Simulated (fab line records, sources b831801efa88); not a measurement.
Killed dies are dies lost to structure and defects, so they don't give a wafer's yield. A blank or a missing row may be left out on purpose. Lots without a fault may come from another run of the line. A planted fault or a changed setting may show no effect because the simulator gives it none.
Which tool did it? | flow gf180mcu | 13 lots, 39 wafers sampled, at 6 steps of a route of 602

WHAT THE GAUGES READ, wafer by wafer
GF_DNWELL_TW_MEAS_09. Usual: DNWELL_TW 1341, standard deviation 21.
lot  | measured    | on            | DNWELL_TW      | flag
L725 | day 2 21:09 | film_metro-03 | 1317 1317 1320 |
L726 | day 3 01:12 | film_metro-04 | 1336 1341 1337 |
L727 | day 3 05:45 | film_metro-01 | 1377 1374 1377 |
L728 | day 3 12:51 | film_metro-01 | 1346 1357 1352 |
L729 | day 3 18:12 | film_metro-04 | 1344 1350 1344 |
L730 | day 4 00:35 | film_metro-03 | 1302 1315 1312 |
L731 | day 4 06:07 | film_metro-01 | 1363 1371 1378 |
L732 | day 4 09:25 | film_metro-01 | 1371 1367 1363 |
L733 | day 4 12:08 | film_metro-04 | 1354 1350 1344 |
L734 | day 4 15:38 | film_metro-01 | 1364 1366 1357 |
L735 | day 4 23:51 | film_metro-04 | 1334 1322 1329 |
L741 | day 6 07:08 | film_metro-04 | 1340 1332 1341 |
L743 | day 6 18:44 | film_metro-03 | 1321 1321 1323 |

GF_NWELL_TW_MEAS_11. Usual: NWELL_TW 1573, standard deviation 21.
lot  | measured    | on            | NWELL_TW                      | flag
L725 | day 3 10:08 | film_metro-01 | 1591 1594 1589                |
L726 | day 3 13:43 | film_metro-03 | 1540 1537 1538                |
L727 | day 3 18:15 | film_metro-01 | 1589 1593 1586                |
L728 | day 4 01:44 | film_metro-01 | 1585 1584 1585                |
L729 | day 4 06:38 | film_metro-03 | 1533 1534 1525                |
L730 | day 4 13:54 | film_metro-02 | 1587 1579 1574                |
L731 | day 4 19:04 | film_metro-03 | 1528 1524 1527                |
L732 | day 4 23:00 | film_metro-01 | 1582 1589 1590                |
L733 | day 5 01:38 | film_metro-02 | 1585 1576 1582                |
L734 | day 5 06:04 | film_metro-01 | 1578 1578 1577                |
L735 | day 5 14:33 | film_metro-03 | 1545 1548 1543                |
L741 | day 6 22:52 | film_metro-02 | 1371 1364 1379 1372 1385 1374 | OFF
L743 | day 7 11:00 | film_metro-01 | 1374 1365 1367 1365 1362 1370 | OFF

GF_MVPSD_OVL_MEAS_07. Usual: MVPSD_OVL 0.3 nm, standard deviation 1.3.
lot  | measured    | on         | MVPSD_OVL (nm) | flag
L725 | day 4 23:14 | overlay-01 | -0.9 0.1 -2.0  |
L726 | day 5 04:53 | overlay-02 | -1.2 0.3 1.9   |
L727 | day 5 10:03 | overlay-02 | 0.1 0.2 0.6    |
L728 | day 5 18:50 | overlay-01 | -0.8 0.5 -0.4  |
L729 | day 6 00:11 | overlay-01 | -0.6 -1.8 -1.0 |
L730 | day 6 09:07 | overlay-02 | 2.3 0.1 1.4    |
L731 | day 6 15:16 | overlay-02 | 4.0 3.2 2.2    |
L732 | day 6 19:07 | overlay-01 | 0.1 0.0 0.2    |
L733 | day 6 22:25 | overlay-01 | -0.3 -1.2 -1.5 |
L734 | day 7 03:40 | overlay-02 | 0.9 -2.0 1.3   |
L735 | day 7 13:04 | overlay-02 | -1.1 -0.9 -2.7 |
L741 | day 9 01:25 | overlay-01 | 2.0 -1.6 -1.6  |
L743 | day 9 17:40 | overlay-01 | -0.1 -1.3 -1.3 |

GF_VT_IMPLANT_OVL_MEAS_29. Usual: VT_IMPLANT_02_OVL 0.8 nm, standard deviation 1.3.
lot  | measured     | on         | VT_IMPLANT_02_OVL (nm) | flag
L725 | day 6 20:10  | overlay-01 | -1.0 -0.1 0.7          |
L726 | day 7 02:07  | overlay-02 | -0.9 1.4 0.3           |
L727 | day 7 08:10  | overlay-02 | 1.2 0.9 1.9            |
L728 | day 7 18:19  | overlay-02 | 1.6 1.2 1.1            |
L729 | day 8 00:58  | overlay-02 | 0.4 0.2 1.6            |
L730 | day 8 10:28  | overlay-02 | 1.6 1.0 2.2            |
L731 | day 8 17:38  | overlay-02 | 2.0 2.0 1.4            |
L732 | day 8 22:37  | overlay-01 | 0.6 2.6 3.2            |
L733 | day 9 02:22  | overlay-01 | 0.9 -0.9 -0.7          |
L734 | day 9 08:50  | overlay-01 | 0.8 1.0 0.5            |
L735 | day 9 18:51  | overlay-02 | -3.8 -2.9 -2.2         |
L741 | day 11 11:31 | overlay-02 | 1.2 1.7 1.4            |
L743 | day 12 03:30 | overlay-01 | -0.4 -0.6 -0.7         |

GF_VT_IMPLANT_RS_MEAS_47: measures by four-point-probe. Usual: NWELL_RS 488.1 ohm/sq, standard deviation 1.
lot  | measured     | on            | NWELL_RS (ohm/sq)                   | flag
L725 | day 7 13:28  | film_metro-03 | 488.6 487.5 487.4                   |
L726 | day 7 19:23  | film_metro-01 | 488.3 489.0 489.7                   |
L727 | day 8 01:14  | film_metro-01 | 488.4 488.5 488.3                   |
L728 | day 8 11:46  | film_metro-01 | 487.6 489.0 488.3                   |
L729 | day 8 19:11  | film_metro-03 | 490.2 488.6 488.6                   |
L730 | day 9 05:20  | film_metro-03 | 487.3 486.6 485.8                   |
L731 | day 9 12:48  | film_metro-02 | 488.3 488.4 488.1                   |
L732 | day 9 18:24  | film_metro-01 | 490.7 488.3 489.1                   |
L733 | day 9 21:21  | film_metro-03 | 488.0 487.7 488.4                   |
L734 | day 10 04:43 | film_metro-02 | 488.9 486.7 488.8                   |
L735 | day 10 14:53 | film_metro-01 | 487.9 489.2 489.4                   |
L741 | day 12 07:34 | film_metro-03 | 648.8 646.5 647.8 648.6 647.7 647.2 | OFF
L743 | day 13 00:35 | film_metro-02 | 649.8 649.6 650.9 651.0 648.9 649.9 | OFF

WHICH TOOL RAN EACH LOT (tool, then ch and the chambers of the sampled wafers, then the start)
lot  | GF_NWELL_IMPLANT_08
L725 | implanter-03 ch 0, day 3 09:44
L726 | implanter-04 ch 0, day 3 13:19
L727 | implanter-01 ch 0, day 3 17:51
L728 | implanter-01 ch 0, day 4 01:20
L729 | implanter-01 ch 0, day 4 06:14
L730 | implanter-03 ch 0, day 4 13:30
L731 | implanter-01 ch 0, day 4 18:42
L732 | implanter-03 ch 0, day 4 22:37
L733 | implanter-03 ch 0, day 5 01:14
L734 | implanter-04 ch 0, day 5 05:41
L735 | implanter-03 ch 0, day 5 14:10
L741 | implanter-04 ch 0, day 6 22:29
L743 | implanter-04 ch 0, day 7 10:37
- GF_NWELL_IMPLANT_08

WHAT THE TOOLS THEMSELVES READ (means of the sampled wafers that have a number; where no wafer has one, the mark that the record gives instead)
GF_NWELL_IMPLANT_08. Usual: dose_ions_cm2 1.4999e+13, standard deviation 1.7e+10; faraday_current_uA 84.9, standard deviation 1.6.
lot  | tool         | dose_ions_cm2 | faraday_current_uA | flag
L725 | implanter-03 | 1.4991e+13    | 83.5               |
L726 | implanter-04 | 1.5007e+13    | 84.3               |
L727 | implanter-01 | 1.5006e+13    | 85.7               |
L728 | implanter-01 | 1.5007e+13    | 84.1               |
L729 | implanter-01 | 1.4988e+13    | 85.7               |
L730 | implanter-03 | 1.4989e+13    | 84.0               |
L731 | implanter-01 | 1.4994e+13    | 86.8               |
L732 | implanter-03 | 1.4981e+13    | 82.3               |
L733 | implanter-03 | 1.4996e+13    | 84.2               |
L734 | implanter-04 | 1.5005e+13    | 84.2               |
L735 | implanter-03 | 1.4989e+13    | 82.9               |
L741 | implanter-04 | 8.7307e+12    | 49.8               | OFF
L743 | implanter-04 | 8.7057e+12    | 50.4               | OFF

THE ANSWER, worked out from the rows above alone
Rule: a lot is off if the mean of its wafers that have a number lies more than 3 standard deviations from the usual mean. A lot without any number at a reading at which 4 lots or more have one is off too. The other lots that the step has rows for count as sound. The gauges are gone through in route order, then the tools' own readings, and for those a lot's mean is taken as printed above. The first step at which some lot is off is used, and at that step the reading that is off furthest; a lot without a number counts as furthest.
Off: L741, L743, at GF_NWELL_TW_MEAS_11 (NWELL_TW).
A tool fits if, at a process step before that reading, it ran every lot that is off, and no sound lot after the first of them. The gauges at GF_NWELL_TW_MEAS_11 aren't tried: what is off there is off at GF_NWELL_IMPLANT_08 too, on other tools, and a gauge's error can't cause that. One fits: implanter-04 at GF_NWELL_IMPLANT_08. Its last sound lot is L734 (day 5 05:41), its first lot that is off L741 (day 6 22:29): a fault that began between those two fits.
The tool's own readings at GF_NWELL_IMPLANT_08 bear it out: on the lots that are off they differ by more than 5 times the standard deviation of the sound lots' means. dose_ions_cm2 reads 8.7182e+12 there against 1.4996e+13 on the sound lots; faraday_current_uA reads 50.1 there against 84.3 on the sound lots.

WHAT THE SIMULATOR HAD PUT IN
Process parameter drift: implanter-04, from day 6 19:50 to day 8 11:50, at GF_NWELL_IMPLANT_08. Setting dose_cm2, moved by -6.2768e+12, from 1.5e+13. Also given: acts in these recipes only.
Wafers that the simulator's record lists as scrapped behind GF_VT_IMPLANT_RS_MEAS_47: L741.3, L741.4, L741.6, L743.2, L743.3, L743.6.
Lots struck among those shown: L741, L743. The rule above found the same.
